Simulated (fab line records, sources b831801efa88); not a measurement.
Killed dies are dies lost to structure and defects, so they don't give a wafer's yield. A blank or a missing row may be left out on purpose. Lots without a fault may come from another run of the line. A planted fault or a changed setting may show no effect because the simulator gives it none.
Tool commonality check | flow sky130 | 10 lots, 36 wafers sampled

WHY IT WAS OPENED
At SKY_METAL2_RS_MEAS_05 the reading METAL2_ALCU_RS is flagged on 2 of 10 lots. Wafers without a fault read 0.1262 ohm/sq, standard deviation 0.0015.
Rule: a lot is flagged when every wafer of it that has a number lies more than 4 standard deviations from that mean, or none has a number. The other lots count as sound.

lot  | measured     | on            | METAL2_ALCU_RS (ohm/sq), wafer by wafer   | flag
L395 | day 35 01:59 | film_metro-03 | 0.1279 0.1274 0.1288                      |
L397 | day 36 07:53 | film_metro-04 | 0.1243 0.1249 0.1237                      |
L399 | day 36 19:21 | film_metro-04 | 0.1248 0.1273 0.1246                      |
L400 | day 37 07:18 | film_metro-03 | 0.1251 0.1244 0.1247                      |
L407 | day 39 11:00 | film_metro-03 | 0.1254 0.1247 0.1232                      |
L408 | day 39 15:16 | film_metro-04 | 0.1409 0.1424 0.1406 0.1407 0.1421 0.1406 | FLAGGED
L409 | day 39 18:11 | film_metro-03 | 0.1430 0.1457 0.1428 0.1430 0.1452 0.1431 | FLAGGED
L410 | day 40 03:58 | film_metro-03 | 0.1256 0.1256 0.1261                      |
L413 | day 40 16:47 | film_metro-01 | 0.1251 0.1271 0.1256                      |
L414 | day 41 11:40 | film_metro-01 | 0.1267 0.1256 0.1277                      |
The numbers of the flagged lots are 0.1425 ohm/sq on average: +0.0163 ohm/sq against the usual, or +11 standard deviations.

WHICH TOOL RAN EACH LOT
The record holds 2 process steps before the reading, out of a route of 708 steps. In each cell: the tool, then ch and the chambers that the sampled wafers went through, then the start.
lot  | flag    | SKY_METAL1_ETCH_18                | SKY_METAL2_SPUTTER_02
L395 |         | rie_metal-04 ch 0,1, day 33 20:02 | pvd_sputter-03, day 35 01:53
L397 |         | rie_metal-04 ch 1, day 35 02:30   | pvd_sputter-01, day 36 07:46
L399 |         | rie_metal-01 ch 0,1, day 35 14:32 | pvd_sputter-04, day 36 19:16
L400 |         | rie_metal-02 ch 0,1, day 36 02:39 | pvd_sputter-03, day 37 07:10
L407 |         | rie_metal-02 ch 0,1, day 38 06:49 | pvd_sputter-01, day 39 10:52
L408 | FLAGGED | rie_metal-01 ch 0, day 38 10:43   | pvd_sputter-03, day 39 15:08
L409 | FLAGGED | rie_metal-04 ch 0,1, day 38 14:24 | pvd_sputter-03, day 39 18:05
L410 |         | rie_metal-01 ch 0, day 39 00:49   | pvd_sputter-01, day 40 03:53
L413 |         | rie_metal-04 ch 0,1, day 39 13:11 | pvd_sputter-01, day 40 16:41
L414 |         | rie_metal-01 ch 1, day 40 08:19   | pvd_sputter-04, day 41 11:34
What these steps do:
- SKY_METAL1_ETCH_18: etches BARC in N2/H2, stops on SiO2, time 45.9 s, target depth 60 nm.
- SKY_METAL2_SPUTTER_02: material AlCu, target thk 250 nm, time 13.3 s.
- SKY_METAL2_RS_MEAS_05: measures by four-point-probe.

FLAGGED OVER TOTAL, TOOL BY TOOL (the gauges that took the reading come last)
step                  | tool           | lots run | flagged | share of the flagged lots | sound lots run after its first flagged lot
SKY_METAL1_ETCH_18    | rie_metal-01   | 4        | 1       | some                      | 2 (L410,L414)
SKY_METAL1_ETCH_18    | rie_metal-02   | 2        | 0       | none                      | -
SKY_METAL1_ETCH_18    | rie_metal-04   | 4        | 1       | some                      | 1 (L413)
SKY_METAL2_SPUTTER_02 | pvd_sputter-01 | 4        | 0       | none                      | -
SKY_METAL2_SPUTTER_02 | pvd_sputter-03 | 4        | 2       | all                       | 0
SKY_METAL2_SPUTTER_02 | pvd_sputter-04 | 2        | 0       | none                      | -
SKY_METAL2_RS_MEAS_05 | film_metro-01  | 2        | 0       | none                      | -
SKY_METAL2_RS_MEAS_05 | film_metro-03  | 5        | 1       | some                      | 1 (L410)
SKY_METAL2_RS_MEAS_05 | film_metro-04  | 3        | 1       | some                      | 0

WHAT THE TABLE ALLOWS
1 row of the table ran every flagged lot: pvd_sputter-03 at SKY_METAL2_SPUTTER_02.
- pvd_sputter-03 at SKY_METAL2_SPUTTER_02: 2 of its 4 lots flagged. Its last sound lot is L400 (day 37 07:10), its first flagged lot L408 (day 39 15:08): a fault that began between those two fits.
One tool is left: pvd_sputter-03 at SKY_METAL2_SPUTTER_02.

WHAT THE SIMULATOR HAD PUT IN
Process parameter drift: pvd_sputter-03, from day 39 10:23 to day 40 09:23, at SKY_METAL2_SPUTTER_02. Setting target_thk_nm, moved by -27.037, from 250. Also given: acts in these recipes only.
Lots struck among those shown: L408, L409. The rule above found the same.
